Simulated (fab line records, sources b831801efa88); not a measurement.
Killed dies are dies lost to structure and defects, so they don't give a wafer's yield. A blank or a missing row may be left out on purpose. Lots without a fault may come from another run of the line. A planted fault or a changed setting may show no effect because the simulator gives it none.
fab line records | flow gf180mcu
record lots=13 wafers=39 last_day=33
route steps=602 shown NWELL@50 M2@366 V2@396
lots that met no fault: from a run of the same line without faults
start_h: hours from the record's first day to the start of the lot's first wafer shown | wait_h: hours since the lot's step before | " the same as in the row above | L1.1+2: a row that stands for several wafers | - no value, or no start given | * or withheld: withheld | < > ~ a bound
route shown NAME@n: a module of which the file shows steps, and the number in the route of the first | usual: mean/standard deviation of fault-free wafers | same: alike in all rows | chamber/n: place in a boat | sites: the reading at each site | _std_site: their standard deviation | _edge_site: outer sites' mean less inner sites' | radius_mm: how far each site lies from the wafer's centre | mask NAME#n: copy n | behind: the tool/chamber that last shaped the wafer | hold: why the lot was held/for how many hours/how that ended | device: the transistor (n, p or np) that didn't switch | end of line: the same wafers' tests at the end of the route | a step without rows: its recipe alone | killed: dies lost to structure and defects at the first sort, not the wafer's yield | map: a wafer's dies, x killed, . not, _ none there
set.NAME: the setting as run; set.NAME@STEP: as run at that earlier step | model.NAME: the simulator's own value behind a step, which no gauge read
steps of the route over a sample of lots; a table a step, a row a wafer
services: from which hour (start_h, from the record's first day; less than 0 if before it) a tool's chamber was out of use, for how many hours, and why
## steps
# step GF_NWELL_IMPLANT_08
# recipe species=P energy_kev=450 dose_cm2=1.5e+13 tilt_deg=0
# columns lot.wafer tool chamber start_h wait_h
L939.1+3+6 implanter-01 0 54.81 0.0
L940.2+4+6 implanter-04 0 60.64 0.0
L942.1+2+3 implanter-04 0 70.52 0.0
L943.2+5+6 implanter-01 0 76.49 0.0
L944.2+3+6 implanter-01 0 82.28 0.0
L947.1+3+5 implanter-01 0 97.92 0.0
L948.2+4+5 implanter-03 0 104.54 0.0
L950.1+3+6 implanter-01 0 117.42 0.0
L951.1+4+5 implanter-04 0 121.82 0.0
L951.1+4+5 implanter-04 0 122.41 0.6
L952.4+5+6 implanter-03 0 126.23 0.1
L953.1+3+4 implanter-01 0 131.86 0.0
L954.2+4+6 implanter-01 0 140.49 0.0
L954.2+4+6 implanter-01 0 140.81 0.3
L959.1+2+4 implanter-03 0 163.76 0.0
L959.1+2+4 implanter-03 0 164.08 0.3
# step GF_NWELL_TW_MEAS_11
# usual NWELL_TW=1574/20
# columns lot.wafer tool chamber start_h wait_h NWELL_TW
L939.1 film_metro-03 - 55.21 0.1 1564
L939.3 " - " " 1568
L939.6 " - " " 1560
L940.2 film_metro-01 - 61.02 0.1 1606
L940.4 " - " " 1598
L940.6 " - " " 1596
L942.1 film_metro-03 - 70.92 0.1 1555
L942.2 " - " " 1561
L942.3 " - " " 1558
L943.2 film_metro-03 - 76.88 0.1 1560
L943.5 " - " " 1562
L943.6 " - " " 1560
L944.2 film_metro-01 - 82.67 0.1 1599
L944.3 " - " " 1601
L944.6 " - " " 1604
L947.1 film_metro-04 - 98.32 0.1 1582
L947.3 " - " " 1580
L947.5 " - " " 1587
L948.2 film_metro-03 - 104.93 0.1 1551
L948.4 " - " " 1555
L948.5 " - " " 1558
L950.1 film_metro-03 - 117.82 0.1 1556
L950.3 " - " " 1552
L950.6 " - " " 1551
L951.1 film_metro-04 - 122.81 0.1 1909
L951.4 " - " " 1915
L951.5 " - " " 1919
L952.4 film_metro-03 - 126.59 0.1 1567
L952.5 " - " " 1561
L952.6 " - " " 1573
L953.1 film_metro-04 - 132.56 0.1 1562
L953.3 " - " " 1570
L953.4 " - " " 1564
L954.2 film_metro-01 - 141.19 0.1 1962
L954.4 " - " " 1963
L954.6 " - " " 1954
L959.1 film_metro-03 - 164.48 0.1 1911
L959.2 " - " " 1909
L959.4 " - " " 1903
# step GF_VT_IMPLANT_RS_MEAS_47
# recipe thk_meas_gauge=four-point-probe
# usual NWELL_RS=488.2/1.2
# columns lot.wafer tool chamber start_h wait_h NWELL_RS[ohm/sq]
L939.1 film_metro-03 - 157.84 0.1 487.8
L939.3 " - " " 487.2
L939.6 " - " " 487.9
L940.2 film_metro-04 - 162.57 0.1 486.9
L940.4 " - " " 487.4
L940.6 " - " " 489.1
L942.1 film_metro-04 - 177.64 0.1 486.4
L942.2 " - " " 488.5
L942.3 " - " " 486.5
L943.2 film_metro-01 - 183.86 0.1 489.8
L943.5 " - " " 488.8
L943.6 " - " " 489.1
L944.2 film_metro-01 - 190.86 0.1 488.9
L944.3 " - " " 488.5
L944.6 " - " " 489.5
L947.1 film_metro-01 - 211.74 0.1 486.3
L947.3 " - " " 487.5
L947.5 " - " " 487.1
L948.2 film_metro-03 - 217.87 0.1 488.5
L948.4 " - " " 488.2
L948.5 " - " " 488.7
L950.1 film_metro-03 - 234.35 0.1 487.1
L950.3 " - " " 489.7
L950.6 " - " " 488.4
L951.1 film_metro-03 - 238.74 0.1 351.0
L951.4 " - " " 350.3
L951.5 " - " " 350.5
L952.4 film_metro-01 - 243.61 0.1 489.0
L952.5 " - " " 487.2
L952.6 " - " " 488.5
L953.1 film_metro-01 - 249.62 0.1 491.2
L953.3 " - " " 490.6
L953.4 " - " " 490.6
L954.2 film_metro-01 - 260.06 0.1 350.0
L954.4 " - " " 349.2
L954.6 " - " " 349.5
L959.1 film_metro-03 - 287.10 0.1 349.4
L959.2 " - " " 351.0
L959.4 " - " " 349.6
# step GF_M2_SPUTTER_04
# recipe material=TiN target_thk_nm=50 power_w=6500 time_s=41.7 chamber_pressure_pa=0.4
# usual cathode_dc_power_W=6500.0/1.2 throttle_valve_pct=29.9/0.83
# columns lot.wafer tool chamber start_h wait_h cathode_dc_power_W throttle_valve_pct
L939.1 pvd_sputter-01 - 405.86 0.0 6499.4 29.4
L939.3 " - " " 6502.1 30.7
L939.6 " - " " 6500.0 29.5
L940.2 pvd_sputter-01 - 409.48 0.0 6500.5 28.9
L940.4 " - " " 6500.5 29.4
L940.6 " - " " 6498.2 30.8
L942.1 pvd_sputter-02 - 437.45 0.0 6500.1 29.2
L942.2 " - " " 6500.2 29.4
L942.3 " - " " 6500.2 30.7
L943.2 pvd_sputter-02 - 444.68 0.0 6500.5 30.7
L943.5 " - " " 6499.8 29.5
L943.6 " - " " 6500.5 31.0
L944.2 pvd_sputter-01 - 458.72 0.0 6498.3 29.5
L944.3 " - " " 6497.9 29.1
L944.6 " - " " 6500.3 29.5
L947.1 pvd_sputter-01 - 502.09 0.0 6499.3 30.9
L947.3 " - " " 6500.0 29.0
L947.5 " - " " 6501.3 31.1
L948.2 pvd_sputter-04 - 505.78 0.0 6499.3 30.5
L948.4 " - " " 6500.6 30.0
L948.5 " - " " 6500.9 29.9
L950.1 pvd_sputter-01 - 528.98 0.0 6502.0 29.0
L950.3 " - " " 6499.9 31.0
L950.6 " - " " 6499.9 29.0
L951.1 pvd_sputter-04 - 529.93 0.0 6498.7 30.0
L951.4 " - " " 6501.1 30.5
L951.5 " - " " 6500.8 30.7
L952.4 pvd_sputter-02 - 539.68 0.0 6499.4 31.0
L952.5 " - " " 6499.7 30.4
L952.6 " - " " 6500.0 30.9
L953.1 pvd_sputter-02 - 550.42 0.0 6497.3 29.6
L953.3 " - " " 6500.6 31.0
L953.4 " - " " 6497.9 31.2
L954.2 pvd_sputter-01 - 558.65 0.0 6501.4 28.9
L954.4 " - " " 6500.3 29.8
L954.6 " - " " 6498.1 29.3
L959.1 pvd_sputter-01 - 581.68 0.0 6501.1 29.4
L959.2 " - " " 6499.0 29.0
L959.4 " - " " 6500.9 29.0
# step GF_V2_CD_MEAS_14
# recipe target_cd_nm=260
# usual cd_nm=259.6/1.6
# columns lot.wafer tool chamber start_h wait_h cd_nm
L939.1 cd_sem-02 - 455.32 0.1 257.1
L939.3 " - " " 258.2
L939.6 " - " " 257.5
L940.2 cd_sem-01 - 459.29 0.1 257.5
L940.4 " - " " 256.8
L940.6 " - " " 257.5
L942.1 cd_sem-02 - 487.27 0.1 260.0
L942.2 " - " " 260.6
L942.3 " - " " 259.7
L943.2 cd_sem-02 - 493.74 0.1 258.1
L943.5 " - " " 258.4
L943.6 " - " " 257.7
L944.2 cd_sem-01 - 507.89 0.1 261.2
L944.3 " - " " 259.2
L944.6 " - " " 259.5
L947.1 cd_sem-01 - 550.27 0.1 260.8
L947.3 " - " " 260.6
L947.5 " - " " 260.8
L948.2 cd_sem-01 - 553.19 0.1 257.6
L948.4 " - " " 257.9
L948.5 " - " " 258.1
L950.1 cd_sem-01 - 574.57 0.1 258.1
L950.3 " - " " 258.6
L950.6 " - " " 257.8
L951.1 cd_sem-01 - 575.53 0.1 257.8
L951.4 " - " " 258.1
L951.5 " - " " 258.7
L952.4 cd_sem-01 - 585.04 0.1 261.4
L952.5 " - " " 262.6
L952.6 " - " " 263.4
L953.1 cd_sem-01 - 595.07 0.1 258.7
L953.3 " - " " 259.7
L953.4 " - " " 259.8
L954.2 cd_sem-01 - 603.50 0.1 260.0
L954.4 " - " " 259.8
L954.6 " - " " 259.6
L959.1 cd_sem-02 - 625.57 0.1 259.1
L959.2 " - " " 258.2
L959.4 " - " " 260.0
# step GF_V2_ETCH_16
# recipe chemistry=N2/H2 target_depth_a=withheld overetch_a=withheld time_s=withheld target=BARC ion_energy_ev=200 source_w=500 bias_w=100 pressure_mtorr=30 n2_flow_sccm=100 h2_flow_sccm=200
# usual drypump_motor_current_A=5.8/0.63 oes_product_au=0.855/0.0042 rf_fwd_power_W=495.8/1.6 throttle_valve_pct=13.225/0.0095
# columns lot.wafer tool chamber start_h wait_h drypump_motor_current_A oes_product_au rf_fwd_power_W throttle_valve_pct
L939.1 rie_diel-04 1 455.47 0.0 5.6 0.852 494.5 13.210
L939.3 " 0 " " 6.1 0.853 494.9 13.239
L939.6 " 3 " " 4.7 0.845 495.6 13.237
L940.2 rie_diel-02 2 459.42 0.0 5.5 0.858 494.9 13.237
L940.4 " 0 " " 6.4 0.856 494.1 13.211
L940.6 " 2 " " 5.5 0.852 496.2 13.227
L942.1 rie_diel-04 3 487.42 0.0 4.7 0.855 497.3 13.228
L942.2 " 1 " " 5.6 0.855 495.1 13.219
L942.3 " 0 " " 6.1 0.854 496.0 13.244
L943.2 rie_diel-01 3 493.87 0.0 5.6 0.857 494.6 13.231
L943.5 " 2 " " 6.2 0.849 495.1 13.228
L943.6 " 1 " " 5.1 0.849 495.2 13.223
L944.2 rie_diel-01 1 508.05 0.0 5.0 0.851 495.5 13.232
L944.3 " 0 " " 6.2 0.849 493.8 13.225
L944.6 " 1 " " 5.0 0.852 495.9 13.227
L947.1 rie_diel-01 2 550.42 0.0 6.2 0.851 496.9 13.224
L947.3 " 0 " " 6.2 0.858 492.4 13.228
L947.5 " 3 " " 5.6 0.857 493.0 13.223
L948.2 rie_diel-02 1 553.32 0.0 6.2 0.855 494.9 13.234
L948.4 " 0 " " 6.4 0.859 493.2 13.220
L948.5 " 2 " " 5.5 0.847 495.6 13.219
L950.1 rie_diel-02 1 574.72 0.0 6.2 0.852 493.8 13.226
L950.3 " 0 " " 6.4 0.856 493.3 13.236
L950.6 " 1 " " 6.2 0.859 494.9 13.223
L951.1 rie_diel-04 3 575.69 0.0 4.7 0.852 494.5 13.230
L951.4 " 1 " " 5.6 0.854 497.6 13.226
L951.5 " 2 " " 6.5 0.857 495.0 13.229
L952.4 rie_diel-01 3 585.14 0.0 5.6 0.852 495.7 13.233
L952.5 " 0 " " 6.2 0.850 493.6 13.216
L952.6 " 1 " " 5.1 0.849 501.0 13.209
L953.1 rie_diel-04 2 595.22 0.0 6.5 0.856 495.3 13.219
L953.3 " 3 " " 4.7 0.853 495.0 13.212
L953.4 " 1 " " 5.6 0.855 496.7 13.235
L954.2 rie_diel-04 3 603.64 0.0 4.7 0.857 495.2 13.243
L954.4 " 1 " " 5.5 0.852 498.4 13.219
L954.6 " 3 " " 4.7 0.857 496.7 13.230
L959.1 rie_diel-04 2 625.72 0.0 6.5 0.862 497.7 13.218
L959.2 " 3 " " 4.7 0.855 497.4 13.221
L959.4 " 1 " " 5.6 0.856 498.2 13.236
## services
# columns tool chamber start_h hours kind
implanter-01 - 31.31 9.1 repair
implanter-01 - 64.68 6.1 repair
pvd_sputter-01 - 114.86 3.9 repair
rie_diel-04 - 122.63 2.8 pm
rie_diel-04 2 163.55 2.7 repair
implanter-01 - 214.77 5.4 repair
rie_diel-04 - 276.94 4.3 pm
rie_diel-04 2 285.37 4.5 repair
implanter-01 - 347.11 1.7 repair
rie_diel-04 2 364.81 21.5 repair
pvd_sputter-01 - 364.81 24.3 repair
implanter-01 - 366.08 5.0 repair
implanter-01 - 367.43 1.8 repair
implanter-01 - 371.11 2.5 pm
rie_diel-04 2 431.26 4.4 repair
rie_diel-04 - 444.51 1.0 repair
rie_diel-04 0 450.01 1.3 repair
implanter-01 - 479.45 2.9 repair
rie_diel-04 2 485.50 11.8 repair
implanter-01 - 523.99 14.4 pm
implanter-01 - 563.16 2.1 repair
implanter-01 - 585.39 10.4 repair
pvd_sputter-01 - 618.09 3.5 repair
pvd_sputter-01 - 618.23 0.8 repair
## key
first_sign step=GF_NWELL_IMPLANT_08 reading=visit direction=added
effect step=GF_NWELL_TW_MEAS_11 reading=NWELL_TW direction=up sigmas=18 usual=1574 struck=1927
effect step=GF_VT_IMPLANT_RS_MEAS_47 reading=NWELL_RS direction=down sigmas=99+ usual=488.2 struck=350.1
met_at GF_NWELL_IMPLANT_08
struck_lots L951,L954,L959
tester_left_out L951,L954,L959
not_acting_at GF_M2_SPUTTER_04,GF_V2_CD_MEAS_14,GF_V2_ETCH_16
fault kind=repeated_step_whole tool=implanter-01,implanter-03,implanter-04 chamber=- onset_h=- steps=GF_NWELL_IMPLANT_08 times=1 scope=struck_lots_only
# tester_left_out: of these lots the tester's yield and bins aren't shown, on N5 and GAA mostly nor the transistor test; their killed dies are dies lost to structure and defects alone, not to doping, threshold or leakage, so they don't give the yield
